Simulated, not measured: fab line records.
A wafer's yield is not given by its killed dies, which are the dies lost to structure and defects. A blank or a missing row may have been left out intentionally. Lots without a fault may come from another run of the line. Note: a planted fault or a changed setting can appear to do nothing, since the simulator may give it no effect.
fab line records	flow sfqLine
[record] lots = 7	wafers = 21	lastDay = 96
route steps=325 shown INCOMING@1 L0@3
lots that met no fault: taken from a fault-free run of the same line
startH: hours from the record's opening day to when the first of the lot's shown wafers began	waitH: hours since the lot's step before	" repeats the value in the row above	L1.1+2: a single row standing in for several wafers	- either no value or no given start	* or withheld: withheld	< > ~ a bound
route shown NAME@n: a module of which the file shows steps, and the number in the route of the first	usual: the fault-free wafers' mean and standard deviation	same: alike in all rows	chamber/n: place in a boat	sites: per-site readings	_std_site: standard deviation of those values	_edge_site: inner sites' mean taken away from outer sites' mean	radiusMm: for every site, how far away it sits from the centre of the wafer	mask NAME#n: copy n	behind: tool/chamber where the wafer was last shaped	hold: cause of the lot's hold/its duration in hours/its outcome	device: which transistor (n, p or np) failed to switch	end of line: the tests these same wafers got at the end of their route	a step without rows: its recipe alone	killed: not the wafer's yield, but the dies lost to structure and defects at the first sort	map: a wafer's dies, marking killed ones x, the rest . and places with no die _
set.NAME: the setting as run; set.NAME@STEP: as run at that earlier step	model.NAME: the simulator's own value behind a step, which no gauge read
lots seen at some steps along the route; tables by step, rows by wafer
services: a tool's chamber out of use, with start hour (startH, from the record's first day; less than 0 if before it), hours out, and reason
[[steps]]
[step SFQ_INCOMING_BOW_MEAS_900]
[recipe] mode = bow
[usual] INCOMING_BOW = 0/7
lot.wafer	tool	chamber	startH	waitH	INCOMING_BOW[um]
L220.2	filmMetro-03	-	15.02	-	-9
L220.3	"	-	"	"	2
L220.4	"	-	"	"	-4
L228.2	filmMetro-03	-	55.02	-	6
L228.3	"	-	"	"	-11
L228.5	"	-	"	"	8
L237.3	filmMetro-01	-	100.04	-	2
L237.4	"	-	"	"	-1
L237.5	"	-	"	"	9
L238.2	filmMetro-03	-	105.02	-	8
L238.4	"	-	"	"	-4
L238.5	"	-	"	"	-2
L239.1	filmMetro-01	-	110.00	-	-15
L239.2	"	-	"	"	3
L239.4	"	-	"	"	-8
L240.1	filmMetro-01	-	115.00	-	10
L240.3	"	-	"	"	10
L240.5	"	-	"	"	-1
L241.1	filmMetro-03	-	120.00	-	3
L241.2	"	-	"	"	-5
L241.3	"	-	"	"	3
[step SFQ_TRILAYER_INCOMING_OXIDATION_002]
[recipe] tempC = 1000	ambient = H2O	targetThkA = 5000	pH2oTorr = 720	oxTimeS = 4939
[step SFQ_TRILAYER_L0_DEP_SPUTTER_003]
[recipe] material = MoNx_KI	basePressurePa = 1.33e-06	targetThkNm = 40	powerW = 800	timeS = 100	chamberPressurePa = 0.4
[usual] throttleValvePct = 29.7/0.88
lot.wafer	tool	chamber	startH	waitH	throttleValvePct
L220.2	pvdSputter-04	-	17.49	0.0	29.6
L220.3	"	-	"	"	28.7
L220.4	"	-	"	"	30.4
L228.2	pvdSputter-03	-	57.49	0.0	30.4
L228.3	"	-	"	"	30.1
L228.5	"	-	"	"	30.5
L237.3	pvdSputter-06	-	102.49	0.0	29.1
L237.4	"	-	"	"	32.1
L237.5	"	-	"	"	28.6
L238.2	pvdSputter-06	-	107.49	0.0	32.2
L238.4	"	-	"	"	29.5
L238.5	"	-	"	"	29.6
L239.1	pvdSputter-03	-	112.49	0.0	30.1
L239.2	"	-	"	"	29.5
L239.4	"	-	"	"	30.3
L240.1	pvdSputter-06	-	117.49	0.0	29.0
L240.3	"	-	"	"	32.0
L240.5	"	-	"	"	29.0
L241.1	pvdSputter-03	-	122.49	0.0	29.2
L241.2	"	-	"	"	30.3
L241.3	"	-	"	"	30.0
[step SFQ_L0_RS_MEAS_901]
[recipe] thkMeasGauge = four-point-probe	reads = MoNx_KI_of_TRILAYER_L0_DEP_SPUTTER_003
[usual] L0_MONX_KI_RS = 43.4/0.39
lot.wafer	tool	chamber	startH	waitH	L0_MONX_KI_RS[ohm/sq]
L220.2	filmMetro-01	-	17.58	0.1	43.4
L220.3	"	-	"	"	42.9
L220.4	"	-	"	"	43.4
L228.2	filmMetro-01	-	57.58	0.1	44.1
L228.3	"	-	"	"	44.2
L228.5	"	-	"	"	44.2
L237.3	filmMetro-02	-	102.60	0.1	43.6
L237.4	"	-	"	"	43.3
L237.5	"	-	"	"	43.5
L238.2	filmMetro-01	-	107.58	0.1	43.0
L238.4	"	-	"	"	43.5
L238.5	"	-	"	"	43.5
L239.1	filmMetro-01	-	112.56	0.0	43.2
L239.2	"	-	"	"	43.3
L239.4	"	-	"	"	43.3
L240.1	filmMetro-03	-	117.56	0.0	43.8
L240.3	"	-	"	"	43.3
L240.5	"	-	"	"	44.0
L241.1	filmMetro-03	-	122.56	0.0	43.8
L241.2	"	-	"	"	44.2
L241.3	"	-	"	"	43.6
[step SFQ_L0_THK_MEAS_902]
[recipe] thkMeasGauge = xrf	reads = MoNx_KI_of_TRILAYER_L0_DEP_SPUTTER_003
[usual] L0_MONX_KI_THK = 39.7/0.38
lot.wafer	tool	chamber	startH	waitH	L0_MONX_KI_THK[nm]
L220.2	filmMetro-01	-	17.69	0.1	39.9
L220.3	"	-	"	"	40.0
L220.4	"	-	"	"	39.7
L228.2	filmMetro-01	-	57.69	0.1	39.3
L228.3	"	-	"	"	39.0
L228.5	"	-	"	"	39.1
L237.3	filmMetro-02	-	102.70	0.1	39.8
L237.4	"	-	"	"	39.9
L237.5	"	-	"	"	40.0
L238.2	filmMetro-01	-	107.69	0.1	40.1
L238.4	"	-	"	"	39.7
L238.5	"	-	"	"	39.7
L239.1	filmMetro-01	-	112.68	0.1	39.9
L239.2	"	-	"	"	39.7
L239.4	"	-	"	"	40.2
L240.1	filmMetro-03	-	117.68	0.1	39.2
L240.3	"	-	"	"	39.7
L240.5	"	-	"	"	39.3
L241.1	filmMetro-03	-	122.68	0.1	39.0
L241.2	"	-	"	"	38.6
L241.3	"	-	"	"	39.4
[step SFQ_TRILAYER_L0_LITHO_COAT_010]
[recipe] resist = BARC	spinRpm = 3000	resistThkNm = 62
[step SFQ_TRILAYER_L0_LITHO_COAT_005]
[recipe] resist = KrF	spinRpm = 3000	resistThkNm = 600
[usual] spinSpeedRpm = 3000.1/2.2
lot.wafer	tool	chamber	startH	waitH	spinSpeedRpm	model.KrF_of_TRILAYER_L0_LITHO_COAT_005.thkNm
L220.2	lithoTrack-03	0	18.09	0.2	2999.7	601.7
L220.3	"	0	"	"	2998.0	602.4
L220.4	"	0	"	"	2998.9	601.7
L228.2	lithoTrack-03	0	58.09	0.2	3003.2	600.9
L228.3	"	0	"	"	3001.1	601.7
L228.5	"	0	"	"	3000.6	600.5
L237.3	lithoTrack-03	0	103.14	0.2	3000.6	634.6
L237.4	"	0	"	"	2998.3	634
L237.5	"	0	"	"	3000.6	635.6
L238.2	lithoTrack-03	0	108.09	0.2	3001.1	636.3
L238.4	"	0	"	"	3000.9	634.3
L238.5	"	0	"	"	3003.4	634.7
L239.1	lithoTrack-02	0	113.04	0.2	3000.9	596.4
L239.2	"	0	"	"	3002.9	596.8
L239.4	"	0	"	"	2999.9	597
L240.1	lithoTrack-03	0	118.04	0.2	2995.6	634.8
L240.3	"	0	"	"	2998.9	635.3
L240.5	"	0	"	"	3000.8	636
L241.1	lithoTrack-04	0	123.04	0.2	2999.0	598.6
L241.2	"	0	"	"	3001.5	597.5
L241.3	"	0	"	"	3001.9	598.4
[step SFQ_TRILAYER_L0_LITHO_SOFTBAKE_009]
[recipe] tempC = withheld	timeS = withheld	resist = KrF
[step SFQ_TRILAYER_L0_LITHO_EXPOSE_006]
[recipe] maskId = L0	na = 0.6	sourceShape = conventional	sigmaOuter = 0.65	targetCdNm = 2000	doseMj = 14.4
[step SFQ_TRILAYER_L0_LITHO_PEB_008]
[recipe] pebTempC = 115	pebTimeS = 60	resist = KrF
[step SFQ_TRILAYER_L0_LITHO_DEVELOP_007]
[recipe] timeS = 60	resist = KrF
[step SFQ_TRILAYER_L0_BARC_OPEN_METAL_ETCH_010]
[recipe] maskMaterial = PR	chemistry = O2	targetDepthNm = 125	target = BARC	icpW = 600	biasW = 80	pressureMtorr = 10	timeS = 41.7
[usual] drypumpMotorCurrentA = 5.8/0.3	oesProductAu = 0.684/0.0043	rfFwdPowerW = 591.9/2.9
lot.wafer	tool	chamber	startH	waitH	drypumpMotorCurrentA	oesProductAu	rfFwdPowerW	rfHoursCounterH
L220.2	rieMetal-04	0	88.43	0.1	5.7	0.687	594.5	202
L220.3	"	1	"	"	6.4	0.681	596.1	-
L220.4	"	0	"	"	5.7	0.690	593.8	-
L228.2	rieMetal-02	0	137.98	0.1	5.5	0.681	593.4	137
L228.3	"	0	"	"	5.5	0.687	593.4	-
L228.5	"	0	"	"	5.4	0.685	591.3	-
L237.3	rieMetal-02	0	196.95	0.1	5.5	0.687	591.4	-
L237.4	"	1	"	"	6.0	0.685	590.0	-
L237.5	"	0	"	"	5.5	0.682	591.3	-
L238.2	rieMetal-02	1	202.93	0.1	6.0	0.685	589.1	82
L238.4	"	1	"	"	6.0	0.683	592.0	-
L238.5	"	0	"	"	5.5	0.679	590.9	-
L239.1	rieMetal-02	1	208.06	0.1	6.0	0.692	591.1	83
L239.2	"	0	"	"	5.5	0.686	593.3	150
L239.4	"	0	"	"	5.5	0.682	593.3	-
L240.1	rieMetal-02	1	213.06	0.1	6.0	0.681	592.4	84
L240.3	"	1	"	"	6.0	0.684	589.7	-
L240.5	"	1	"	"	6.0	0.681	589.1	-
L241.1	rieMetal-02	0	216.66	0.1	5.5	0.681	590.8	153
L241.2	"	1	"	"	6.0	0.683	590.0	85
L241.3	"	1	"	"	6.0	0.678	591.4	-
[step SFQ_TRILAYER_L0_ETCH_METAL_ETCH_008]
[recipe] target = MoNx_KI	stopOn = SiO2	maskMaterial = PR	chemistry = SF6/O2	targetDepthNm = 50	icpW = 600	biasW = 80	pressureMtorr = 10	timeS = 25
[usual] drypumpMotorCurrentA = 5.83/0.3	oesProductAu = 0.874/0.0062	rfFwdPowerW = 589/3
lot.wafer	tool	chamber	startH	waitH	drypumpMotorCurrentA	oesProductAu	rfFwdPowerW	rfHoursCounterH	model.KrF_of_TRILAYER_L0_LITHO_COAT_005.thkNm
L220.2	rieMetal-04	0	88.49	0.0	5.70	0.868	591	202	484.4
L220.3	"	1	"	"	6.46	0.886	590	-	484.6
L220.4	"	0	"	"	5.69	0.869	594	-	484.6
L228.2	rieMetal-02	0	138.04	0.0	5.46	0.865	590	137	481.8
L228.3	"	0	"	"	5.44	0.861	590	-	483.7
L228.5	"	0	"	"	5.45	0.866	590	-	482.5
L237.3	rieMetal-02	0	197.00	0.0	5.45	0.871	590	-	516.3
L237.4	"	1	"	"	6.01	0.874	590	-	515.6
L237.5	"	0	"	"	5.44	0.881	590	-	517
L238.2	rieMetal-02	1	202.99	0.0	6.02	0.883	589	82	517.9
L238.4	"	1	"	"	6.04	0.875	587	-	515.9
L238.5	"	0	"	"	5.46	0.864	593	-	516.5
L239.1	rieMetal-02	1	208.12	0.0	6.04	0.873	588	83	477.8
L239.2	"	0	"	"	5.46	0.871	589	150	477.8
L239.4	"	0	"	"	5.50	0.872	591	-	478.8
L240.1	rieMetal-02	1	213.12	0.0	6.04	0.858	585	84	516.6
L240.3	"	1	"	"	6.00	0.875	586	-	516.3
L240.5	"	1	"	"	6.02	0.873	585	-	517.2
L241.1	rieMetal-02	0	216.72	0.0	5.48	0.870	590	153	480
L241.2	"	1	"	"	6.01	0.866	588	85	478.8
L241.3	"	1	"	"	6.03	0.872	588	-	479.8
[step SFQ_TRILAYER_L0_STRIP_STRIP_009]
[recipe] gas = O2	powerW = 200	platenTempC = 40	overashFraction = 0.65	chemistry = O2	pressureMtorr = 50
[usual] drypumpMotorCurrentA = 5.8/0.3	oesProductAu = 0.997/0.007
lot.wafer	tool	chamber	startH	waitH	drypumpMotorCurrentA	oesProductAu	rfHoursCounterH
L220.2	rieMetal-04	0	88.53	0.0	5.7	0.984	202
L220.3	"	1	"	"	6.4	1.002	-
L220.4	"	0	"	"	5.7	0.985	-
L228.2	rieMetal-02	0	138.09	0.0	5.5	1.006	137
L228.3	"	0	"	"	5.5	1.000	-
L228.5	"	0	"	"	5.5	1.005	-
L237.3	rieMetal-02	0	197.23	0.2	5.5	0.996	-
L237.4	"	1	"	"	6.0	1.002	-
L237.5	"	0	"	"	5.4	0.999	-
L238.2	rieMetal-02	1	203.03	0.0	6.0	0.997	82
L238.4	"	1	"	"	6.0	1.004	-
L238.5	"	0	"	"	5.5	1.006	-
L239.1	rieMetal-02	1	208.16	0.0	6.0	1.009	83
L239.2	"	0	"	"	5.5	1.002	150
L239.4	"	0	"	"	5.5	0.998	-
L240.1	rieMetal-02	1	213.17	0.0	6.0	0.997	84
L240.3	"	1	"	"	6.0	0.991	-
L240.5	"	1	"	"	6.0	0.982	-
L241.1	rieMetal-02	0	216.77	0.0	5.5	0.994	153
L241.2	"	1	"	"	6.0	1.001	85
L241.3	"	1	"	"	6.0	0.994	-
[[services]]
tool	chamber	startH	hours	kind
pvdSputter-04	-	-0.12	3.1	repair
pvdSputter-06	-	16.82	1.7	repair
pvdSputter-04	-	88.47	91.2	repair
rieMetal-04	0	111.30	-	clean
rieMetal-04	0	111.30	-	consumableReplace:focusRing
rieMetal-04	0	111.30	18.3	scheduledDown
rieMetal-04	0	111.30	18.3	ventCycle
rieMetal-04	-	126.08	0.9	repair
rieMetal-04	1	176.91	3.1	repair
pvdSputter-04	3	179.63	-	consumableReplace:kit
pvdSputter-04	3	179.63	18.0	scheduledDown
pvdSputter-04	3	179.63	18.0	ventCycle
rieMetal-04	-	183.32	76.1	repair
pvdSputter-04	-	184.58	4.4	repair
pvdSputter-06	-	188.81	2.2	repair
[[key]]
firstSign none at tools or gauges
[modelEffect] step = SFQ_TRILAYER_L0_LITHO_COAT_005	value = KrF_of_TRILAYER_L0_LITHO_COAT_005.thkNm	without = 600.8	struck = 635.1
[modelEffect] step = SFQ_TRILAYER_L0_ETCH_METAL_ETCH_008	value = KrF_of_TRILAYER_L0_LITHO_COAT_005.thkNm	without = 482.3	struck = 516.6
metAt SFQ_TRILAYER_L0_LITHO_COAT_005
struckWafers L237.3,L237.4,L237.5,L238.2,L238.4,L238.5,L240.1,L240.3,L240.5
onsetBetween 58.09 103.14
alsoFits SFQ_TRILAYER_L0_DEP_SPUTTER_003:pvdSputter-06
[fault] kind = processParameterDrift	tool = lithoTrack-03	chamber = -	onsetH = 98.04	steps = SFQ_TRILAYER_L0_LITHO_COAT_005	channel = resistThkNm	offset = 34.242	shape = step	endH = 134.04	actsIn = theseRecipesOnly	stated = 600
